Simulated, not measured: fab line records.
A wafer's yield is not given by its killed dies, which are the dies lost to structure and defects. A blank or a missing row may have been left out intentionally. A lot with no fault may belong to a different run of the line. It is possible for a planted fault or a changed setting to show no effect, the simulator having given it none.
The tool behind it: which one?    flow sfqLine    14 lots with 42 wafers sampled at 7 steps, on a route of 325 steps

WHAT THE GAUGES SHOWED, per wafer
SFQ_L0_RS_MEAS_901: a four-point-probe measurement. Usual: L0_MONX_KI_RS 43.5 ohm/sq, standard deviation 0.37.
lot   measured     on            L0_MONX_KI_RS (ohm/sq)  flag
L794  day 1 12:36  filmMetro-02  44.0 44.0 43.8          
L795  day 1 17:36  filmMetro-02  43.2 43.2 43.0          
L796  day 1 22:34  filmMetro-04  44.1 43.4 43.9          
L797  day 2 03:48  filmMetro-02  21.5 21.4 21.6          OFF
L801  day 2 23:36  filmMetro-03  43.3 43.0 42.9          
L802  day 3 04:35  filmMetro-03  42.8 43.0 43.2          
L807  day 4 05:52  filmMetro-02  22.0 21.9 21.9          OFF
L809  day 4 15:36  filmMetro-03  44.1 43.9 44.2          
L810  day 4 20:36  filmMetro-02  43.5 43.4 43.5          
L812  day 5 06:35  filmMetro-02  43.0 43.1 43.2          
L813  day 5 11:35  filmMetro-02  43.4 43.9 43.8          
L814  day 5 16:34  filmMetro-02  42.6 43.2 43.0          
L815  day 5 21:36  filmMetro-03  43.4 43.5 43.5          
L817  day 6 07:34  filmMetro-04  43.0 43.5 43.5          

SFQ_L0_THK_MEAS_902: measures by xrf. Usual: L0_MONX_KI_THK 39.6 nm, standard deviation 0.38.
lot   measured     on            L0_MONX_KI_THK (nm)  flag
L794  day 1 12:42  filmMetro-02  39.2 38.8 39.2       
L795  day 1 17:42  filmMetro-02  39.6 39.8 39.8       
L796  day 1 22:41  filmMetro-04  38.9 39.4 38.9       
L797  day 2 03:55  filmMetro-02  80.1 80.7 80.1       OFF
L801  day 2 23:42  filmMetro-03  39.2 39.8 39.9       
L802  day 3 04:41  filmMetro-03  39.7 39.6 39.5       
L807  day 4 05:57  filmMetro-02  78.5 78.3 78.5       OFF
L809  day 4 15:42  filmMetro-03  39.0 39.1 38.9       
L810  day 4 20:42  filmMetro-02  39.5 39.7 39.6       
L812  day 5 06:41  filmMetro-02  40.3 40.0 39.9       
L813  day 5 11:41  filmMetro-02  39.5 39.3 39.4       
L814  day 5 16:41  filmMetro-02  40.4 39.8 39.9       
L815  day 5 21:42  filmMetro-03  39.4 39.6 39.6       
L817  day 6 07:41  filmMetro-04  39.9 39.7 39.1       

SFQ_M1_OVL_MEAS_911. Usual: M1_OVL -1 nm, standard deviation 6.5.
lot   measured      on          M1_OVL (nm)  flag
L794  day 24 04:41  overlay-01  5 4 0        
L795  day 24 11:53  overlay-01  1 -7 -2      
L796  day 24 21:23  overlay-01  -10 5 -9     
L797  day 25 10:35  overlay-02  2 5 0        
L801  day 27 18:02  overlay-01  6 4 -3       
L802  day 28 12:02  overlay-01  -2 -1 -10    
L807  day 30 10:21  overlay-02  -17 -15 -17  
L809  day 31 01:56  overlay-01  -6 -6 -6     
L810  day 31 15:08  overlay-01  1 7 10       
L812  day 31 22:20  overlay-01  -3 0 -7      
L813  day 32 17:40  overlay-02  -13 -12 -5   
L814  day 32 22:35  overlay-02  9 -2 0       
L815  day 33 13:00  overlay-02  -14 -6 -4    
L817  day 34 09:38  overlay-01  1 -1 -2      

SFQ_I3_BOW_MEAS_922. Usual: I3_BOW 1 um, standard deviation 9.5.
lot   measured      on            I3_BOW (um)  flag
L794  day 43 15:14  filmMetro-03  1 0 7        
L795  day 44 05:36  filmMetro-03  2 13 0       
L796  day 44 21:17  filmMetro-04  -10 5 8      
L797  day 45 06:53  filmMetro-04  14 2 -8      
L801  day 46 18:14  filmMetro-04  -2 -11 -10   
L802  day 48 18:53  filmMetro-03  -3 -1 9      
L807  day 50 02:08  filmMetro-02  -9 3 7       
L809  day 50 15:55  filmMetro-02  16 24 7      
L810  day 51 08:07  filmMetro-04  13 17 9      
L812  day 51 22:28  filmMetro-02  -2 2 -6      
L813  day 52 11:05  filmMetro-02  7 10 11      
L814  day 52 16:27  filmMetro-03  -4 -4 1      
L815  day 52 17:07  filmMetro-04  7 2 11       
L817  day 52 20:04  filmMetro-04  -9 -2 -7     

EACH LOT AND THE TOOL THAT RAN IT (in order: tool; ch and the chambers of the sampled wafers; start)
lot   SFQ_TRILAYER_L0_DEP_SPUTTER_003  SFQ_TRILAYER_L0_ETCH_METAL_ETCH_008  SFQ_TRILAYER_I0_CMP_CMP_028
L794  pvdSputter-03, day 1 12:29       rieMetal-01 ch 0,1, day 3 22:34      cmp-02 ch 2,3, day 11 23:46
L795  pvdSputter-04, day 1 17:29       rieMetal-04 ch 0,1, day 4 06:56      cmp-02 ch 0,3, day 12 03:16
L796  pvdSputter-04, day 1 22:29       rieMetal-04 ch 0,1, day 4 12:54      cmp-01 ch 1,2,3, day 12 08:33
L797  pvdSputter-03, day 2 03:29       rieMetal-01 ch 0,1, day 4 19:37      cmp-01 ch 0,2,3, day 12 15:03
L801  pvdSputter-04, day 2 23:29       rieMetal-04 ch 0,1, day 6 03:53      cmp-01 ch 1,2, day 14 20:59
L802  pvdSputter-04, day 3 04:29       rieMetal-01 ch 0, day 6 09:52        cmp-02 ch 0,1,3, day 15 09:00
L807  pvdSputter-05, day 4 05:29       rieMetal-01 ch 0,1, day 7 10:38      cmp-02 ch 0,3, day 16 22:28
L809  pvdSputter-05, day 4 15:29       rieMetal-02 ch 0,1, day 7 20:14      cmp-02 ch 1,2,3, day 17 16:25
L810  pvdSputter-05, day 4 20:29       rieMetal-02 ch 0,1, day 8 04:38      cmp-01 ch 2,3, day 18 06:26
L812  pvdSputter-04, day 5 06:29       rieMetal-01 ch 0,1, day 8 20:28      cmp-02 ch 0,1,3, day 18 22:22
L813  pvdSputter-05, day 5 11:29       rieMetal-02 ch 0, day 9 02:29        cmp-02 ch 0,1,3, day 19 05:07
L814  pvdSputter-03, day 5 16:29       rieMetal-01 ch 0,1, day 9 09:58      cmp-02 ch 0,1,3, day 19 19:28
L815  pvdSputter-03, day 5 21:29       rieMetal-02 ch 0,1, day 9 15:59      cmp-01 ch 0,1,3, day 20 15:16
L817  pvdSputter-05, day 6 07:29       rieMetal-01 ch 0,1, day 10 04:06     cmp-01 ch 0,1,3, day 21 08:45
- SFQ_TRILAYER_L0_DEP_SPUTTER_003: material MoNx KI, target thk 40 nm, time 100 s.
- SFQ_TRILAYER_L0_ETCH_METAL_ETCH_008: etches MoNx KI in SF6/O2, stops on SiO2, target depth 50 nm, time 25 s.
- SFQ_TRILAYER_I0_CMP_CMP_028: polishes SiO2.

AS READ BY THE TOOLS THEMSELVES (means over the sampled wafers that have a number; for cases with no such wafer, the mark the record gives instead)
SFQ_TRILAYER_L0_DEP_SPUTTER_003. Usual: throttleValvePct at 29.8 %, with a standard deviation of 0.83.
lot   tool           throttleValvePct (%)  flag
L794  pvdSputter-03  30.8                  
L795  pvdSputter-04  29.9                  
L796  pvdSputter-04  29.5                  
L797  pvdSputter-03  30.0                  
L801  pvdSputter-04  29.8                  
L802  pvdSputter-04  29.8                  
L807  pvdSputter-05  30.1                  
L809  pvdSputter-05  30.1                  
L810  pvdSputter-05  29.6                  
L812  pvdSputter-04  29.0                  
L813  pvdSputter-05  29.7                  
L814  pvdSputter-03  30.0                  
L815  pvdSputter-03  30.7                  
L817  pvdSputter-05  30.0                  

SFQ_TRILAYER_L0_ETCH_METAL_ETCH_008. Usual: biasW 80.00 W, standard deviation 0.2; drypumpMotorCurrentA 5.62 A, standard deviation 0.28; oesProductAu 0.874 a.u., standard deviation 0.0067.
lot   tool         biasW (W)  drypumpMotorCurrentA (A)  oesProductAu (a.u.)  flag
L794  rieMetal-01  79.91      5.74                      0.869                
L795  rieMetal-04  80.18      5.22                      0.879                
L796  rieMetal-04  79.98      5.23                      0.871                
L797  rieMetal-01  80.00      5.75                      0.996                OFF
L801  rieMetal-04  80.08      5.21                      0.880                
L802  rieMetal-01  79.98      5.80                      0.881                
L807  rieMetal-01  80.04      5.78                      1.004                OFF
L809  rieMetal-02  79.97      5.91                      0.868                
L810  rieMetal-02  80.07      5.93                      0.872                
L812  rieMetal-01  79.92      5.79                      0.877                
L813  rieMetal-02  80.17      5.97                      0.874                
L814  rieMetal-01  80.01      5.76                      0.884                
L815  rieMetal-02  80.10      5.82                      0.877                
L817  rieMetal-01  79.88      5.78                      0.875                

SFQ_TRILAYER_I0_CMP_CMP_028. Usual: motorCurrentA 10.6 A, standard deviation 0.79; timeToEndpointS 214 s, standard deviation 6.6.
lot   tool    motorCurrentA (A)  timeToEndpointS (s)  flag
L794  cmp-02  10.7               217                  
L795  cmp-02  11.1               216                  
L796  cmp-01  10.1               202                  
L797  cmp-01  10.9               218                  
L801  cmp-01  9.6                214                  
L802  cmp-02  11.2               211                  
L807  cmp-02  10.9               217                  
L809  cmp-02  11.3               217                  
L810  cmp-01  10.6               207                  
L812  cmp-02  11.3               212                  
L813  cmp-02  11.1               223                  
L814  cmp-02  11.1               220                  
L815  cmp-01  10.1               219                  
L817  cmp-01  10.3               216                  

THE ANSWER, worked out from the rows above alone
Rule: a lot counts as off when the mean over its wafers that have a number is more than 3 standard deviations away from the usual mean. Also off: a lot with no number at a reading for which 4 or more lots have one. The other lots that the step has rows for count as sound. After the gauges, taken in route order, come the tools' own readings; for these a lot's mean is taken, as printed above. The first step at which some lot is off is used, and at that step the reading that is off furthest; a lot without a number counts as furthest.
Off: at SFQ_L0_RS_MEAS_901 (L0_MONX_KI_RS), L797, L807.
A tool fits if, at a process step before that reading, it ran every lot that is off, and no sound lot after the first of them. The gauges at SFQ_L0_RS_MEAS_901 aren't tried: what is off there is off at SFQ_TRILAYER_L0_ETCH_METAL_ETCH_008 too, on other tools, and a gauge's error can't cause that. Of those tried, none fits.

WHAT THE SIMULATOR PUT IN
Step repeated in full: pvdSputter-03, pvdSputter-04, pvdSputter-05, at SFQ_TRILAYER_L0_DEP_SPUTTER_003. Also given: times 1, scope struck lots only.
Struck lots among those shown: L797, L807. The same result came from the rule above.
